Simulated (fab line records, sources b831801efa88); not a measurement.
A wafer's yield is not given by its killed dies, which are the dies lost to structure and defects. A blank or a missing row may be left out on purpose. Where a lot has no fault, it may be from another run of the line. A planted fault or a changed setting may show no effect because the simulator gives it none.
fab line records / flow gf180mcu
record lots=13 wafers=39 last-day=33
route steps=602 shown HV_LDD@211 V2@386
lots untouched by any fault: they come from a run of this same line in which no faults occurred
start-h: hours from the record's first day to the start of the lot's first wafer shown / wait-h: time in hours since the lot's previous step / " as in the row above / L1.1+2: a row that stands for several wafers / - no value, or no start was given / * or withheld: withheld / < > ~ a bound
route shown NAME@n: NAME is a module with steps in the file, n the number in the route of the first one / usual: mean and standard deviation over wafers with no fault / same: alike in all rows / chamber/n: place in a boat / sites: readings site by site / _std_site: standard deviation across them / _edge_site: mean of outer sites minus mean of inner sites / radius-mm: for every site, how far away it sits from the centre of the wafer / mask NAME#n: copy n / behind: the tool/chamber that last shaped the wafer / hold: the reason the lot was held/the length of the hold in hours/how it ended / device: which transistor (n, p or np) failed to switch / end of line: tests of these same wafers at the route's end / for a step that has no rows: nothing shown but its recipe / killed: dies that structure and defects cost at the first sort, which is not the same as the wafer's yield / map: dies across one wafer; x = killed, . = not, _ = none there
set.NAME: the setting that was run; set.NAME@STEP: the one run at that earlier step / model.NAME: the simulator's own value behind a step, which no gauge read
steps of the route over a sample of lots; a table a step, a row a wafer
services: the hour from which a tool's chamber was out of use, counted from the record's first day as start-h (under 0 if before that day), plus the number of hours and why
## steps
# step GF_HV_LDD_IMPLANT_35
# recipe species=P energy-kev=60 dose-cm2=7.5e+12 tilt-deg=30 rotation-deg=180
lot.wafer=L790.2+4+5 tool=implanter-03 chamber=0 start-h=261.99 wait-h=0.1
lot.wafer=L791.3+5+6 tool=implanter-01 chamber=0 start-h=270.01 wait-h=0.1
lot.wafer=L792.1+3+5 tool=implanter-01 chamber=0 start-h=273.58 wait-h=0.1
lot.wafer=L793.2+3+6 tool=implanter-01 chamber=0 start-h=285.57 wait-h=0.1
lot.wafer=L794.3+5+6 tool=implanter-01 chamber=0 start-h=290.36 wait-h=0.1
lot.wafer=L795.2+4+5 tool=implanter-01 chamber=0 start-h=299.62 wait-h=0.1
lot.wafer=L796.1+2+4 tool=implanter-01 chamber=0 start-h=305.48 wait-h=0.1
lot.wafer=L798.3+4+6 tool=implanter-03 chamber=0 start-h=322.99 wait-h=0.1
lot.wafer=L799.2+5+6 tool=implanter-01 chamber=0 start-h=331.73 wait-h=0.1
lot.wafer=L806.2+4+5 tool=implanter-01 chamber=0 start-h=382.83 wait-h=0.1
lot.wafer=L808.1+3+6 tool=implanter-03 chamber=0 start-h=400.34 wait-h=0.1
lot.wafer=L809.2+4+5 tool=implanter-02 chamber=0 start-h=411.07 wait-h=0.1
lot.wafer=L810.2+3+4 tool=implanter-02 chamber=0 start-h=415.61 wait-h=0.1
# step GF_HV_LDD_TW_MEAS_38
# usual HV_LDD_3_TW=1435/6.9
lot.wafer=L790.2 tool=film-metro-02 chamber=- start-h=262.37 wait-h=0.1 HV_LDD_3_TW=1424
lot.wafer=L790.4 tool=film-metro-02 chamber=- start-h=262.37 wait-h=0.1 HV_LDD_3_TW=1429
lot.wafer=L790.5 tool=film-metro-02 chamber=- start-h=262.37 wait-h=0.1 HV_LDD_3_TW=1422
lot.wafer=L791.3 tool=film-metro-01 chamber=- start-h=270.38 wait-h=0.1 HV_LDD_3_TW=1433
lot.wafer=L791.5 tool=film-metro-01 chamber=- start-h=270.38 wait-h=0.1 HV_LDD_3_TW=1433
lot.wafer=L791.6 tool=film-metro-01 chamber=- start-h=270.38 wait-h=0.1 HV_LDD_3_TW=1436
lot.wafer=L792.1 tool=film-metro-03 chamber=- start-h=273.98 wait-h=0.1 HV_LDD_3_TW=1446
lot.wafer=L792.3 tool=film-metro-03 chamber=- start-h=273.98 wait-h=0.1 HV_LDD_3_TW=1444
lot.wafer=L792.5 tool=film-metro-03 chamber=- start-h=273.98 wait-h=0.1 HV_LDD_3_TW=1447
lot.wafer=L793.2 tool=film-metro-03 chamber=- start-h=285.96 wait-h=0.1 HV_LDD_3_TW=1437
lot.wafer=L793.3 tool=film-metro-03 chamber=- start-h=285.96 wait-h=0.1 HV_LDD_3_TW=1439
lot.wafer=L793.6 tool=film-metro-03 chamber=- start-h=285.96 wait-h=0.1 HV_LDD_3_TW=1450
lot.wafer=L794.3 tool=film-metro-02 chamber=- start-h=290.73 wait-h=0.1 HV_LDD_3_TW=1419
lot.wafer=L794.5 tool=film-metro-02 chamber=- start-h=290.73 wait-h=0.1 HV_LDD_3_TW=1426
lot.wafer=L794.6 tool=film-metro-02 chamber=- start-h=290.73 wait-h=0.1 HV_LDD_3_TW=1423
lot.wafer=L795.2 tool=film-metro-03 chamber=- start-h=300.17 wait-h=0.2 HV_LDD_3_TW=1441
lot.wafer=L795.4 tool=film-metro-03 chamber=- start-h=300.17 wait-h=0.2 HV_LDD_3_TW=1435
lot.wafer=L795.5 tool=film-metro-03 chamber=- start-h=300.17 wait-h=0.2 HV_LDD_3_TW=1436
lot.wafer=L796.1 tool=film-metro-01 chamber=- start-h=305.88 wait-h=0.1 HV_LDD_3_TW=1431
lot.wafer=L796.2 tool=film-metro-01 chamber=- start-h=305.88 wait-h=0.1 HV_LDD_3_TW=1439
lot.wafer=L796.4 tool=film-metro-01 chamber=- start-h=305.88 wait-h=0.1 HV_LDD_3_TW=1435
lot.wafer=L798.3 tool=film-metro-01 chamber=- start-h=323.36 wait-h=0.1 HV_LDD_3_TW=1447
lot.wafer=L798.4 tool=film-metro-01 chamber=- start-h=323.36 wait-h=0.1 HV_LDD_3_TW=1438
lot.wafer=L798.6 tool=film-metro-01 chamber=- start-h=323.36 wait-h=0.1 HV_LDD_3_TW=1433
lot.wafer=L799.2 tool=film-metro-01 chamber=- start-h=332.11 wait-h=0.1 HV_LDD_3_TW=1437
lot.wafer=L799.5 tool=film-metro-01 chamber=- start-h=332.11 wait-h=0.1 HV_LDD_3_TW=1440
lot.wafer=L799.6 tool=film-metro-01 chamber=- start-h=332.11 wait-h=0.1 HV_LDD_3_TW=1448
lot.wafer=L806.2 tool=film-metro-03 chamber=- start-h=383.22 wait-h=0.1 HV_LDD_3_TW=1409
lot.wafer=L806.4 tool=film-metro-03 chamber=- start-h=383.22 wait-h=0.1 HV_LDD_3_TW=1413
lot.wafer=L806.5 tool=film-metro-03 chamber=- start-h=383.22 wait-h=0.1 HV_LDD_3_TW=1415
lot.wafer=L808.1 tool=film-metro-03 chamber=- start-h=400.74 wait-h=0.1 HV_LDD_3_TW=1438
lot.wafer=L808.3 tool=film-metro-03 chamber=- start-h=400.74 wait-h=0.1 HV_LDD_3_TW=1440
lot.wafer=L808.6 tool=film-metro-03 chamber=- start-h=400.74 wait-h=0.1 HV_LDD_3_TW=1431
lot.wafer=L809.2 tool=film-metro-02 chamber=- start-h=411.45 wait-h=0.1 HV_LDD_3_TW=1435
lot.wafer=L809.4 tool=film-metro-02 chamber=- start-h=411.45 wait-h=0.1 HV_LDD_3_TW=1441
lot.wafer=L809.5 tool=film-metro-02 chamber=- start-h=411.45 wait-h=0.1 HV_LDD_3_TW=1437
lot.wafer=L810.2 tool=film-metro-03 chamber=- start-h=415.99 wait-h=0.1 HV_LDD_3_TW=1437
lot.wafer=L810.3 tool=film-metro-03 chamber=- start-h=415.99 wait-h=0.1 HV_LDD_3_TW=1444
lot.wafer=L810.4 tool=film-metro-03 chamber=- start-h=415.99 wait-h=0.1 HV_LDD_3_TW=1443
# step GF_V2_CMP_04
# recipe material=SiO2 down-force-psi=4 platen-rpm=60 pad-velocity-m-s=0.94248
# usual motor-current-A=11.6/1.1 time-to-endpoint-s=77/5
lot.wafer=L790.2 tool=cmp-02 chamber=1 start-h=447.70 wait-h=0.1 motor-current-A=14.0 time-to-endpoint-s=73
lot.wafer=L790.4 tool=cmp-02 chamber=2 start-h=447.70 wait-h=0.1 motor-current-A=12.0 time-to-endpoint-s=78
lot.wafer=L790.5 tool=cmp-02 chamber=0 start-h=447.70 wait-h=0.1 motor-current-A=9.8 time-to-endpoint-s=73
lot.wafer=L791.3 tool=cmp-01 chamber=2 start-h=458.51 wait-h=0.2 motor-current-A=11.7 time-to-endpoint-s=73
lot.wafer=L791.5 tool=cmp-01 chamber=3 start-h=458.51 wait-h=0.2 motor-current-A=11.0 time-to-endpoint-s=79
lot.wafer=L791.6 tool=cmp-01 chamber=0 start-h=458.51 wait-h=0.2 motor-current-A=12.3 time-to-endpoint-s=79
lot.wafer=L792.3 tool=cmp-01 chamber=0 start-h=460.93 wait-h=0.0 motor-current-A=12.5 time-to-endpoint-s=73
lot.wafer=L792.1 tool=cmp-01 chamber=3 start-h=460.93 wait-h=0.0 motor-current-A=11.0 time-to-endpoint-s=74
lot.wafer=L792.5 tool=cmp-01 chamber=1 start-h=460.93 wait-h=0.0 motor-current-A=10.1 time-to-endpoint-s=74
lot.wafer=L793.2 tool=cmp-02 chamber=1 start-h=478.43 wait-h=0.4 motor-current-A=12.8 time-to-endpoint-s=77
lot.wafer=L793.3 tool=cmp-02 chamber=2 start-h=478.43 wait-h=0.4 motor-current-A=11.9 time-to-endpoint-s=77
lot.wafer=L793.6 tool=cmp-02 chamber=1 start-h=478.43 wait-h=0.4 motor-current-A=13.8 time-to-endpoint-s=79
lot.wafer=L794.3 tool=cmp-01 chamber=0 start-h=485.69 wait-h=0.1 motor-current-A=13.3 time-to-endpoint-s=72
lot.wafer=L794.5 tool=cmp-01 chamber=2 start-h=485.69 wait-h=0.1 motor-current-A=11.3 time-to-endpoint-s=72
lot.wafer=L794.6 tool=cmp-01 chamber=3 start-h=485.69 wait-h=0.1 motor-current-A=10.8 time-to-endpoint-s=76
lot.wafer=L795.4 tool=cmp-01 chamber=0 start-h=495.42 wait-h=0.0 motor-current-A=12.3 time-to-endpoint-s=74
lot.wafer=L795.2 tool=cmp-01 chamber=1 start-h=495.42 wait-h=0.0 motor-current-A=9.8 time-to-endpoint-s=74
lot.wafer=L795.5 tool=cmp-01 chamber=1 start-h=495.42 wait-h=0.0 motor-current-A=10.6 time-to-endpoint-s=74
lot.wafer=L796.2 tool=cmp-01 chamber=0 start-h=499.37 wait-h=0.0 motor-current-A=12.7 time-to-endpoint-s=72
lot.wafer=L796.4 tool=cmp-01 chamber=2 start-h=499.37 wait-h=0.0 motor-current-A=11.8 time-to-endpoint-s=79
lot.wafer=L796.1 tool=cmp-01 chamber=3 start-h=499.37 wait-h=0.0 motor-current-A=11.6 time-to-endpoint-s=78
lot.wafer=L798.4 tool=cmp-02 chamber=0 start-h=521.47 wait-h=0.1 motor-current-A=10.2 time-to-endpoint-s=76
lot.wafer=L798.3 tool=cmp-02 chamber=2 start-h=521.47 wait-h=0.1 motor-current-A=11.5 time-to-endpoint-s=80
lot.wafer=L798.6 tool=cmp-02 chamber=0 start-h=521.47 wait-h=0.1 motor-current-A=10.5 time-to-endpoint-s=78
lot.wafer=L799.2 tool=cmp-01 chamber=2 start-h=530.40 wait-h=0.1 motor-current-A=11.5 time-to-endpoint-s=77
lot.wafer=L799.6 tool=cmp-01 chamber=1 start-h=530.40 wait-h=0.1 motor-current-A=9.8 time-to-endpoint-s=76
lot.wafer=L799.5 tool=cmp-01 chamber=2 start-h=530.40 wait-h=0.1 motor-current-A=11.4 time-to-endpoint-s=77
lot.wafer=L806.4 tool=cmp-02 chamber=0 start-h=581.92 wait-h=0.0 motor-current-A=9.7 time-to-endpoint-s=78
lot.wafer=L806.2 tool=cmp-02 chamber=1 start-h=581.92 wait-h=0.0 motor-current-A=13.4 time-to-endpoint-s=78
lot.wafer=L806.5 tool=cmp-02 chamber=0 start-h=581.92 wait-h=0.0 motor-current-A=10.4 time-to-endpoint-s=80
lot.wafer=L808.3 tool=cmp-02 chamber=1 start-h=598.21 wait-h=0.0 motor-current-A=13.4 time-to-endpoint-s=82
lot.wafer=L808.1 tool=cmp-02 chamber=3 start-h=598.21 wait-h=0.0 motor-current-A=11.7 time-to-endpoint-s=74
lot.wafer=L808.6 tool=cmp-02 chamber=1 start-h=598.21 wait-h=0.0 motor-current-A=12.7 time-to-endpoint-s=82
lot.wafer=L809.4 tool=cmp-01 chamber=0 start-h=605.97 wait-h=0.1 motor-current-A=11.8 time-to-endpoint-s=72
lot.wafer=L809.2 tool=cmp-01 chamber=2 start-h=605.97 wait-h=0.1 motor-current-A=12.0 time-to-endpoint-s=71
lot.wafer=L809.5 tool=cmp-01 chamber=0 start-h=605.97 wait-h=0.1 motor-current-A=12.0 time-to-endpoint-s=73
lot.wafer=L810.4 tool=cmp-02 chamber=3 start-h=611.32 wait-h=0.0 motor-current-A=11.6 time-to-endpoint-s=84
lot.wafer=L810.3 tool=cmp-02 chamber=1 start-h=611.32 wait-h=0.0 motor-current-A=13.2 time-to-endpoint-s=72
lot.wafer=L810.2 tool=cmp-02 chamber=2 start-h=611.32 wait-h=0.0 motor-current-A=11.2 time-to-endpoint-s=81
# step GF_V2_SPUTTER_22
# recipe material=TiN target-thk-nm=10 chamber-pressure-pa=5 power-w=4000 time-s=40
# usual throttle-valve-pct=29.6/1.4
lot.wafer=L790.2 tool=pvd-sputter-01 chamber=- start-h=472.44 wait-h=0.0 throttle-valve-pct=31.2
lot.wafer=L790.4 tool=pvd-sputter-01 chamber=- start-h=472.44 wait-h=0.0 throttle-valve-pct=30.6
lot.wafer=L790.5 tool=pvd-sputter-01 chamber=- start-h=472.44 wait-h=0.0 throttle-valve-pct=30.3
lot.wafer=L791.3 tool=pvd-sputter-01 chamber=- start-h=484.33 wait-h=0.0 throttle-valve-pct=28.8
lot.wafer=L791.5 tool=pvd-sputter-01 chamber=- start-h=484.33 wait-h=0.0 throttle-valve-pct=31.1
lot.wafer=L791.6 tool=pvd-sputter-01 chamber=- start-h=484.33 wait-h=0.0 throttle-valve-pct=30.4
lot.wafer=L792.1 tool=pvd-sputter-01 chamber=- start-h=486.28 wait-h=0.0 throttle-valve-pct=28.8
lot.wafer=L792.3 tool=pvd-sputter-01 chamber=- start-h=486.28 wait-h=0.0 throttle-valve-pct=30.6
lot.wafer=L792.5 tool=pvd-sputter-01 chamber=- start-h=486.28 wait-h=0.0 throttle-valve-pct=30.6
lot.wafer=L793.2 tool=pvd-sputter-04 chamber=- start-h=504.03 wait-h=0.0 throttle-valve-pct=30.6
lot.wafer=L793.3 tool=pvd-sputter-04 chamber=- start-h=504.03 wait-h=0.0 throttle-valve-pct=27.2
lot.wafer=L793.6 tool=pvd-sputter-04 chamber=- start-h=504.03 wait-h=0.0 throttle-valve-pct=30.4
lot.wafer=L794.3 tool=pvd-sputter-01 chamber=- start-h=510.45 wait-h=0.0 throttle-valve-pct=31.3
lot.wafer=L794.5 tool=pvd-sputter-01 chamber=- start-h=510.45 wait-h=0.0 throttle-valve-pct=28.2
lot.wafer=L794.6 tool=pvd-sputter-01 chamber=- start-h=510.45 wait-h=0.0 throttle-valve-pct=31.2
lot.wafer=L795.2 tool=pvd-sputter-01 chamber=- start-h=519.96 wait-h=0.0 throttle-valve-pct=28.9
lot.wafer=L795.4 tool=pvd-sputter-01 chamber=- start-h=519.96 wait-h=0.0 throttle-valve-pct=27.6
lot.wafer=L795.5 tool=pvd-sputter-01 chamber=- start-h=519.96 wait-h=0.0 throttle-valve-pct=28.4
lot.wafer=L796.1 tool=pvd-sputter-01 chamber=- start-h=524.39 wait-h=0.0 throttle-valve-pct=30.8
lot.wafer=L796.2 tool=pvd-sputter-01 chamber=- start-h=524.39 wait-h=0.0 throttle-valve-pct=31.0
lot.wafer=L796.4 tool=pvd-sputter-01 chamber=- start-h=524.39 wait-h=0.0 throttle-valve-pct=27.7
lot.wafer=L798.3 tool=pvd-sputter-04 chamber=- start-h=545.20 wait-h=0.0 throttle-valve-pct=29.9
lot.wafer=L798.4 tool=pvd-sputter-04 chamber=- start-h=545.20 wait-h=0.0 throttle-valve-pct=30.4
lot.wafer=L798.6 tool=pvd-sputter-04 chamber=- start-h=545.20 wait-h=0.0 throttle-valve-pct=30.6
lot.wafer=L799.2 tool=pvd-sputter-01 chamber=- start-h=554.47 wait-h=0.0 throttle-valve-pct=31.3
lot.wafer=L799.5 tool=pvd-sputter-01 chamber=- start-h=554.47 wait-h=0.0 throttle-valve-pct=28.5
lot.wafer=L799.6 tool=pvd-sputter-01 chamber=- start-h=554.47 wait-h=0.0 throttle-valve-pct=31.3
lot.wafer=L806.2 tool=pvd-sputter-02 chamber=- start-h=604.99 wait-h=0.0 throttle-valve-pct=30.0
lot.wafer=L806.4 tool=pvd-sputter-02 chamber=- start-h=604.99 wait-h=0.0 throttle-valve-pct=30.1
lot.wafer=L806.5 tool=pvd-sputter-02 chamber=- start-h=604.99 wait-h=0.0 throttle-valve-pct=30.1
lot.wafer=L808.1 tool=pvd-sputter-01 chamber=- start-h=620.23 wait-h=0.0 throttle-valve-pct=27.5
lot.wafer=L808.3 tool=pvd-sputter-01 chamber=- start-h=620.23 wait-h=0.0 throttle-valve-pct=28.7
lot.wafer=L808.6 tool=pvd-sputter-01 chamber=- start-h=620.23 wait-h=0.0 throttle-valve-pct=27.3
lot.wafer=L809.2 tool=pvd-sputter-04 chamber=- start-h=627.24 wait-h=0.0 throttle-valve-pct=27.2
lot.wafer=L809.4 tool=pvd-sputter-04 chamber=- start-h=627.24 wait-h=0.0 throttle-valve-pct=30.5
lot.wafer=L809.5 tool=pvd-sputter-04 chamber=- start-h=627.24 wait-h=0.0 throttle-valve-pct=30.3
lot.wafer=L810.2 tool=pvd-sputter-02 chamber=- start-h=632.46 wait-h=0.0 throttle-valve-pct=30.0
lot.wafer=L810.3 tool=pvd-sputter-02 chamber=- start-h=632.46 wait-h=0.0 throttle-valve-pct=30.6
lot.wafer=L810.4 tool=pvd-sputter-02 chamber=- start-h=632.46 wait-h=0.0 throttle-valve-pct=30.0
# step GF_V2_RS_MEAS_24
# recipe thk-meas-gauge=four-point-probe reads=W_of_V2_CVD_23+TiN_of_V2_SPUTTER_22+Ti_of_V2_SPUTTER_21
# usual V2_W_RS=0.316/0.0041
lot.wafer=L790.2 tool=film-metro-02 chamber=- start-h=472.61 wait-h=0.1 V2_W_RS[ohm/sq]=0.310
lot.wafer=L790.4 tool=film-metro-02 chamber=- start-h=472.61 wait-h=0.1 V2_W_RS[ohm/sq]=0.309
lot.wafer=L790.5 tool=film-metro-02 chamber=- start-h=472.61 wait-h=0.1 V2_W_RS[ohm/sq]=0.315
lot.wafer=L791.3 tool=film-metro-02 chamber=- start-h=484.52 wait-h=0.1 V2_W_RS[ohm/sq]=0.319
lot.wafer=L791.5 tool=film-metro-02 chamber=- start-h=484.52 wait-h=0.1 V2_W_RS[ohm/sq]=0.318
lot.wafer=L791.6 tool=film-metro-02 chamber=- start-h=484.52 wait-h=0.1 V2_W_RS[ohm/sq]=0.317
lot.wafer=L792.1 tool=film-metro-01 chamber=- start-h=486.43 wait-h=0.1 V2_W_RS[ohm/sq]=0.315
lot.wafer=L792.3 tool=film-metro-01 chamber=- start-h=486.43 wait-h=0.1 V2_W_RS[ohm/sq]=0.313
lot.wafer=L792.5 tool=film-metro-01 chamber=- start-h=486.43 wait-h=0.1 V2_W_RS[ohm/sq]=0.315
lot.wafer=L793.2 tool=film-metro-03 chamber=- start-h=504.20 wait-h=0.1 V2_W_RS[ohm/sq]=0.315
lot.wafer=L793.3 tool=film-metro-03 chamber=- start-h=504.20 wait-h=0.1 V2_W_RS[ohm/sq]=0.317
lot.wafer=L793.6 tool=film-metro-03 chamber=- start-h=504.20 wait-h=0.1 V2_W_RS[ohm/sq]=0.314
lot.wafer=L794.3 tool=film-metro-02 chamber=- start-h=510.64 wait-h=0.1 V2_W_RS[ohm/sq]=0.317
lot.wafer=L794.5 tool=film-metro-02 chamber=- start-h=510.64 wait-h=0.1 V2_W_RS[ohm/sq]=0.318
lot.wafer=L794.6 tool=film-metro-02 chamber=- start-h=510.64 wait-h=0.1 V2_W_RS[ohm/sq]=0.317
lot.wafer=L795.2 tool=film-metro-03 chamber=- start-h=520.14 wait-h=0.1 V2_W_RS[ohm/sq]=0.313
lot.wafer=L795.4 tool=film-metro-03 chamber=- start-h=520.14 wait-h=0.1 V2_W_RS[ohm/sq]=0.315
lot.wafer=L795.5 tool=film-metro-03 chamber=- start-h=520.14 wait-h=0.1 V2_W_RS[ohm/sq]=0.309
lot.wafer=L796.1 tool=film-metro-02 chamber=- start-h=524.54 wait-h=0.1 V2_W_RS[ohm/sq]=0.320
lot.wafer=L796.2 tool=film-metro-02 chamber=- start-h=524.54 wait-h=0.1 V2_W_RS[ohm/sq]=0.318
lot.wafer=L796.4 tool=film-metro-02 chamber=- start-h=524.54 wait-h=0.1 V2_W_RS[ohm/sq]=0.319
lot.wafer=L798.3 tool=film-metro-01 chamber=- start-h=545.39 wait-h=0.1 V2_W_RS[ohm/sq]=0.318
lot.wafer=L798.4 tool=film-metro-01 chamber=- start-h=545.39 wait-h=0.1 V2_W_RS[ohm/sq]=0.319
lot.wafer=L798.6 tool=film-metro-01 chamber=- start-h=545.39 wait-h=0.1 V2_W_RS[ohm/sq]=0.319
lot.wafer=L799.2 tool=film-metro-02 chamber=- start-h=554.76 wait-h=0.2 V2_W_RS[ohm/sq]=0.316
lot.wafer=L799.5 tool=film-metro-02 chamber=- start-h=554.76 wait-h=0.2 V2_W_RS[ohm/sq]=0.314
lot.wafer=L799.6 tool=film-metro-02 chamber=- start-h=554.76 wait-h=0.2 V2_W_RS[ohm/sq]=0.310
lot.wafer=L806.2 tool=film-metro-03 chamber=- start-h=605.16 wait-h=0.1 V2_W_RS[ohm/sq]=0.318
lot.wafer=L806.4 tool=film-metro-03 chamber=- start-h=605.16 wait-h=0.1 V2_W_RS[ohm/sq]=0.319
lot.wafer=L806.5 tool=film-metro-03 chamber=- start-h=605.16 wait-h=0.1 V2_W_RS[ohm/sq]=0.316
lot.wafer=L808.1 tool=film-metro-01 chamber=- start-h=620.59 wait-h=0.3 V2_W_RS[ohm/sq]=0.318
lot.wafer=L808.3 tool=film-metro-01 chamber=- start-h=620.59 wait-h=0.3 V2_W_RS[ohm/sq]=0.321
lot.wafer=L808.6 tool=film-metro-01 chamber=- start-h=620.59 wait-h=0.3 V2_W_RS[ohm/sq]=0.321
lot.wafer=L809.2 tool=film-metro-02 chamber=- start-h=627.42 wait-h=0.1 V2_W_RS[ohm/sq]=0.315
lot.wafer=L809.4 tool=film-metro-02 chamber=- start-h=627.42 wait-h=0.1 V2_W_RS[ohm/sq]=0.317
lot.wafer=L809.5 tool=film-metro-02 chamber=- start-h=627.42 wait-h=0.1 V2_W_RS[ohm/sq]=0.318
lot.wafer=L810.2 tool=film-metro-01 chamber=- start-h=632.63 wait-h=0.1 V2_W_RS[ohm/sq]=0.312
lot.wafer=L810.3 tool=film-metro-01 chamber=- start-h=632.63 wait-h=0.1 V2_W_RS[ohm/sq]=0.307
lot.wafer=L810.4 tool=film-metro-01 chamber=- start-h=632.63 wait-h=0.1 V2_W_RS[ohm/sq]=0.311
## services
tool=cmp-01 chamber=- start-h=244.92 hours=1.2 kind=repair
tool=cmp-02 chamber=- start-h=257.53 hours=3.0 kind=pm
tool=cmp-02 chamber=- start-h=263.26 hours=1.1 kind=repair
tool=cmp-01 chamber=- start-h=269.12 hours=0.7 kind=repair
tool=cmp-01 chamber=- start-h=270.82 hours=1.6 kind=repair
tool=cmp-01 chamber=- start-h=280.65 hours=4.5 kind=pm
tool=cmp-02 chamber=- start-h=301.15 hours=5.5 kind=repair
tool=pvd-sputter-01 chamber=- start-h=314.78 hours=1.2 kind=repair
tool=cmp-02 chamber=- start-h=315.96 hours=6.7 kind=pm
tool=cmp-01 chamber=- start-h=325.10 hours=1.4 kind=repair
tool=cmp-01 chamber=- start-h=362.63 hours=4.3 kind=pm
tool=cmp-01 chamber=- start-h=368.71 hours=1.1 kind=repair
tool=cmp-01 chamber=- start-h=380.93 hours=2.7 kind=repair
tool=cmp-01 chamber=- start-h=404.00 hours=4.0 kind=pm
tool=pvd-sputter-01 chamber=- start-h=414.34 hours=1.9 kind=repair
tool=cmp-01 chamber=- start-h=446.25 hours=4.7 kind=repair
tool=cmp-02 chamber=- start-h=461.57 hours=0.9 kind=repair
tool=cmp-01 chamber=- start-h=467.97 hours=14.4 kind=pm
tool=implanter-01 chamber=- start-h=506.24 hours=2.7 kind=pm
tool=cmp-01 chamber=- start-h=506.79 hours=0.5 kind=repair
tool=cmp-01 chamber=- start-h=522.55 hours=2.2 kind=repair
tool=cmp-01 chamber=- start-h=553.33 hours=1.5 kind=repair
tool=pvd-sputter-01 chamber=- start-h=606.81 hours=4.5 kind=repair
tool=pvd-sputter-01 chamber=- start-h=631.56 hours=5.4 kind=repair
## key
first-sign step=GF_HV_LDD_TW_MEAS_38 reading=HV_LDD_3_TW direction=down sigmas=3.4 usual=1435 struck=1412
effect none on later readings
met-at GF_HV_LDD_IMPLANT_35
struck-lots L806
tester-left-out L806
not-acting-at GF_V2_CMP_04,GF_V2_SPUTTER_22,GF_V2_RS_MEAS_24
onset-between 331.73 382.83
fault kind=process-parameter-drift tool=implanter-01 chamber=- onset-h=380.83 steps=GF_HV_LDD_IMPLANT_35 channel=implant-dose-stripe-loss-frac offset=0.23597 shape=step end-h=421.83
# tester-left-out: of these lots the tester's yield and bins aren't shown, on N5 and GAA mostly nor the transistor test; their killed dies are dies lost to structure and defects alone, not to doping, threshold or leakage, so they don't give the yield
